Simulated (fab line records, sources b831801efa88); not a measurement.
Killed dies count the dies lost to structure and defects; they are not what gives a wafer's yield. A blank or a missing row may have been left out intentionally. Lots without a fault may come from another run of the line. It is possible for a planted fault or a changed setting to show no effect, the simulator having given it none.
fab line records	flow sky130	part 2 of 2: steps 29 to 37 of 37
record: lots: 5	wafers: 15	last-day: 49
route steps=708 shown METAL2@490 VIA2@507
lots that met no fault: from a run of the same line without faults
start-h: hours from the record's opening day to when the first of the lot's shown wafers began	wait-h: hours from the lot's prior step to this one	" the same as in the row above	L1.1+2: a single row standing in for several wafers	- either no value or no given start	* or withheld: withheld	< > ~ a bound
route shown NAME@n: a module of which the file shows steps, and the number in the route of the first	usual: mean/standard deviation of fault-free wafers	same: alike in all rows	chamber/n: place in a boat	sites: each site's reading	_std_site: the values' standard deviation	_edge_site: inner sites' mean taken away from outer sites' mean	radius-mm: for every site, how far away it sits from the centre of the wafer	mask NAME#n: copy n	behind: the last tool/chamber to shape the wafer	hold: why the lot went on hold/how many hours it stayed there/how the hold came to an end	device: the n, p or np transistor that did not switch	end of line: tests run on the same wafers once the route is complete	a step given without rows: its recipe and nothing more	killed: not the wafer's yield, but the dies lost to structure and defects at the first sort	map: per-die view of a wafer (x killed, . not killed, _ where there is no die)
set.NAME: setting as actually run; set.NAME@STEP: the setting as run at that earlier step	model.NAME: the simulator's own value behind a step, which no gauge read
lots seen at some steps along the route; tables by step, rows by wafer
services: the hour from which a tool's chamber was out of use, counted from the record's first day as start-h (under 0 if before that day), plus the number of hours and why
== steps ==
step: SKY_VIA2_DEVELOP_11
recipe: develop-time-s: 60	resist: KrF-thick	dev-temp-c: 21
lot.wafer	tool	chamber	start-h	wait-h
L075.1+4+5	litho-track-03	0	-	-
L077.1+3+6	litho-track-03	0	-	-
L079.2+3+5	litho-track-01	0	-	-
L082.1+3+6	litho-track-03	0	-	-
L089.1+4+6	litho-track-03	0	-	-
step: SKY_VIA2_CD_MEAS_12
recipe: target-cd-nm: 200
usual: cd-nm: 200.0/1.5
lot.wafer	tool	chamber	start-h	wait-h	cd-nm
L075.1	cd-sem-01	-	852.31	-	199.8
L075.4	"	-	"	"	199.9
L075.5	"	-	"	"	198.0
L077.1	cd-sem-01	-	871.81	-	199.3
L077.3	"	-	"	"	200.8
L077.6	"	-	"	"	200.0
L079.2	cd-sem-01	-	893.39	-	197.9
L079.3	"	-	"	"	198.0
L079.5	"	-	"	"	198.5
L082.1	cd-sem-02	-	924.21	-	199.9
L082.3	"	-	"	"	198.9
L082.6	"	-	"	"	198.2
L089.1	cd-sem-01	-	964.66	-	200.0
L089.4	"	-	"	"	200.0
L089.6	"	-	"	"	198.3
step: SKY_VIA2_OVL_MEAS_13
usual: VIA2_OVL: 1/5.3
lot.wafer	tool	chamber	start-h	wait-h	VIA2_OVL[nm]
L075.1	overlay-02	-	852.43	0.1	0
L075.4	"	-	"	"	1
L075.5	"	-	"	"	-1
L077.1	overlay-01	-	871.93	0.1	4
L077.3	"	-	"	"	3
L077.6	"	-	"	"	-1
L079.2	overlay-01	-	893.50	0.1	-1
L079.3	"	-	"	"	-3
L079.5	"	-	"	"	-2
L082.1	overlay-01	-	924.33	0.1	-1
L082.3	"	-	"	"	-2
L082.6	"	-	"	"	-2
L089.1	overlay-01	-	964.78	0.1	0
L089.4	"	-	"	"	1
L089.6	"	-	"	"	0
step: SKY_VIA2_ETCH_14
recipe: chemistry: N2/H2	target: BARC	ion-energy-ev: 200	source-w: 500	bias-w: 100	pressure-mtorr: 30	n2-flow-sccm: 100	h2-flow-sccm: 200	stop-on: SiO2	time-s: 45.9	target-depth-a: 600
usual: chamber-pressure-mTorr: 30.00/0.031	drypump-motor-current-A: 5.8/0.47	oes-product-au: 0.855/0.0044	throttle-valve-pct: 13.225/0.009
same: time-s: 45.9
lot.wafer	tool	chamber	start-h	wait-h	chamber-pressure-mTorr	drypump-motor-current-A	oes-product-au	rf-hours-counter-h	throttle-valve-pct
L075.1	rie-diel-04	2	852.47	0.0	29.99	5.4	0.858	2	13.227
L075.4	"	3	"	"	30.05	6.1	0.865	14	13.231
L075.5	"	3	"	"	29.95	6.1	0.850	-	13.233
L077.1	rie-diel-01	1	871.97	0.0	29.98	5.7	0.851	8	13.230
L077.3	"	0	"	"	30.03	6.4	0.860	1	13.225
L077.6	"	3	"	"	30.03	5.4	0.851	-	13.232
L079.2	rie-diel-01	1	893.53	0.0	29.98	5.7	0.864	9	13.221
L079.3	"	2	"	"	29.98	6.6	0.849	0	13.216
L079.5	"	1	"	"	29.98	5.7	0.853	-	13.213
L082.1	rie-diel-01	2	924.37	0.0	30.01	6.6	0.852	1	13.225
L082.3	"	3	"	"	29.97	5.4	0.854	15	13.228
L082.6	"	0	"	"	29.95	6.5	0.848	-	13.219
L089.1	rie-diel-03	2	964.82	0.0	29.95	4.8	0.853	20	13.223
L089.4	"	0	"	"	30.04	5.6	0.851	16	13.229
L089.6	"	2	"	"	30.00	4.9	0.863	-	13.230
step: SKY_VIA2_ETCH_15
recipe: target: SiO2	chemistry: C4F8/O2/Ar	target-depth-nm: 546	stop-on: TiN	mask-material: KrF-thick	source-w: 1500	bias-w: 1200	pressure-mtorr: 40	c4f8-flow-sccm: withheld	O2_flow_sccm: 6	Ar_flow_sccm: 300	time-s: 84
usual: chamber-pressure-mTorr: 40.00/0.037	oes-product-au: 0.939/0.0049
same: time-s: 84
lot.wafer	tool	chamber	start-h	wait-h	chamber-pressure-mTorr	oes-product-au	rf-hours-counter-h
L075.1	rie-diel-04	2	852.51	0.0	39.99	0.937	2
L075.4	"	3	"	"	39.98	0.950	14
L075.5	"	3	"	"	40.05	0.935	-
L077.1	rie-diel-01	1	872.01	0.0	40.04	0.939	8
L077.3	"	0	"	"	39.95	0.940	1
L077.6	"	3	"	"	39.95	0.940	-
L079.2	rie-diel-01	1	893.57	0.0	40.00	0.942	9
L079.3	"	2	"	"	39.97	0.927	0
L079.5	"	1	"	"	40.01	0.936	-
L082.1	rie-diel-01	2	924.41	0.0	40.06	0.930	1
L082.3	"	3	"	"	40.03	0.938	15
L082.6	"	0	"	"	40.02	0.943	-
L089.1	rie-diel-03	2	964.86	0.0	39.96	0.938	20
L089.4	"	0	"	"	39.98	0.943	16
L089.6	"	2	"	"	39.97	0.938	-
step: SKY_VIA2_STRIP_16
recipe: chemistry: O2/N2	power-w: 1400	pressure-mtorr: 1500	platen-temp-c: withheld	o2-flow-sccm: 3000	n2-flow-sccm: 300	overash-fraction: 0.5
usual: chamber-pressure-mTorr: 1500.0/1.5	drypump-motor-current-A: 5.6/0.46	oes-product-au: 0.399/0.0048	strip-time-to-endpoint-s: 4.04/0.037
same: overash-fraction: 0.5
lot.wafer	tool	chamber	start-h	wait-h	chamber-pressure-mTorr	drypump-motor-current-A	oes-product-au	rf-hours-counter-h	strip-time-to-endpoint-s
L075.1	plasma-asher-03	0	852.57	0.0	1502.5	5.9	0.398	76	4.04
L075.4	"	1	"	"	1501.8	6.5	0.397	-	4.09
L075.5	"	1	"	"	1500.4	6.5	0.396	-	4.07
L077.1	plasma-asher-01	0	872.07	0.0	1498.6	5.2	0.392	44	3.98
L077.3	"	1	"	"	1501.2	5.2	0.402	-	4.04
L077.6	"	1	"	"	1499.4	5.2	0.396	-	4.04
L079.2	plasma-asher-02	1	893.64	0.0	1500.1	5.4	0.395	105	4.00
L079.3	"	0	"	"	1503.0	5.9	0.400	-	4.02
L079.5	"	0	"	"	1500.9	5.8	0.393	-	4.00
L082.1	plasma-asher-01	1	924.47	0.0	1497.6	5.2	0.400	48	4.02
L082.3	"	0	"	"	1501.5	5.2	0.398	-	4.05
L082.6	"	1	"	"	1498.0	5.2	0.396	-	4.02
L089.1	plasma-asher-01	1	964.92	0.0	1500.5	5.2	0.407	53	4.03
L089.4	"	1	"	"	1499.3	5.1	0.400	-	4.03
L089.6	"	1	"	"	1500.0	5.2	0.400	-	4.01
step: SKY_VIA2_STRIP_17
recipe: chemistry: post-etch-residue-remover	time-s: 1200	temp-c: 72.5
usual: bath-guard-temp-C: 72.6/0.37
same: time-s: 1200
lot.wafer	tool	chamber	start-h	wait-h	bath-guard-temp-C
L075.1	wet-bench-01	0	852.67	0.1	72.5
L075.4	"	0	"	"	72.3
L075.5	"	0	"	"	72.7
L077.1	wet-bench-04	1	872.17	0.1	72.8
L077.3	"	1	"	"	73.0
L077.6	"	1	"	"	72.9
L079.2	wet-bench-03	0	893.74	0.1	72.7
L079.3	"	0	"	"	72.9
L079.5	"	0	"	"	72.9
L082.1	wet-bench-01	3	924.57	0.1	72.9
L082.3	"	3	"	"	73.3
L082.6	"	3	"	"	73.2
L089.1	wet-bench-04	2	965.02	0.1	72.7
L089.4	"	2	"	"	72.7
L089.6	"	2	"	"	72.4
step: SKY_VIA2_CLEAN_18
recipe: chemistry: IPA	time-s: 180	temp-c: 25
same: time-s: 180
lot.wafer	tool	chamber	start-h	wait-h
L075.1+4+5	wet-bench-03	3	853.05	0.0
L077.1+3+6	wet-bench-03	2	872.58	0.0
L079.2+3+5	wet-bench-04	3	894.08	0.0
L082.1+3+6	wet-bench-03	2	924.92	0.0
L089.1+4+6	wet-bench-03	1	965.37	0.0
step: SKY_VIA2_CLEAN_19
recipe: chemistry: O3/DIW	dry: n2-spin
lot.wafer	tool	chamber	start-h	wait-h
L075.1+4+5	wet-bench-01	1	853.11	0.0
L077.1+3+6	wet-bench-04	2	872.64	0.0
L079.2+3+5	wet-bench-01	1	894.14	0.0
L082.1+3+6	wet-bench-04	0	924.97	0.0
L089.1+4+6	wet-bench-01	3	965.42	0.0
== services ==
tool	chamber	start-h	hours	kind
wet-bench-02	-	794.44	2.4	repair
plasma-asher-02	-	812.74	3.3	repair
rie-metal-01	-	817.47	0.8	repair
krf-scanner-02	-	834.00	4.4	pm
krf-scanner-02	-	840.55	1.3	pm
rie-metal-03	-	844.26	0.6	repair
krf-scanner-01	-	845.78	0.8	pm
wet-bench-02	-	872.08	3.0	repair
krf-scanner-01	-	873.39	1.3	pm
krf-scanner-02	-	876.43	1.0	pm
wet-bench-02	-	882.03	0.9	repair
plasma-asher-01	-	885.80	7.4	repair
krf-scanner-01	-	887.54	6.0	pm
krf-scanner-02	-	893.54	4.0	pm
rie-metal-03	1	894.15	19.9	repair
krf-scanner-01	-	897.56	4.4	pm
krf-scanner-01	-	917.75	0.2	repair
krf-scanner-01	-	918.70	1.0	pm
krf-scanner-01	-	923.38	4.0	pm
krf-scanner-01	-	928.92	0.8	pm
plasma-asher-02	-	929.95	3.3	repair
krf-scanner-02	-	938.65	0.8	pm
krf-scanner-01	-	945.04	0.5	repair
rie-metal-01	0	951.56	3.3	repair
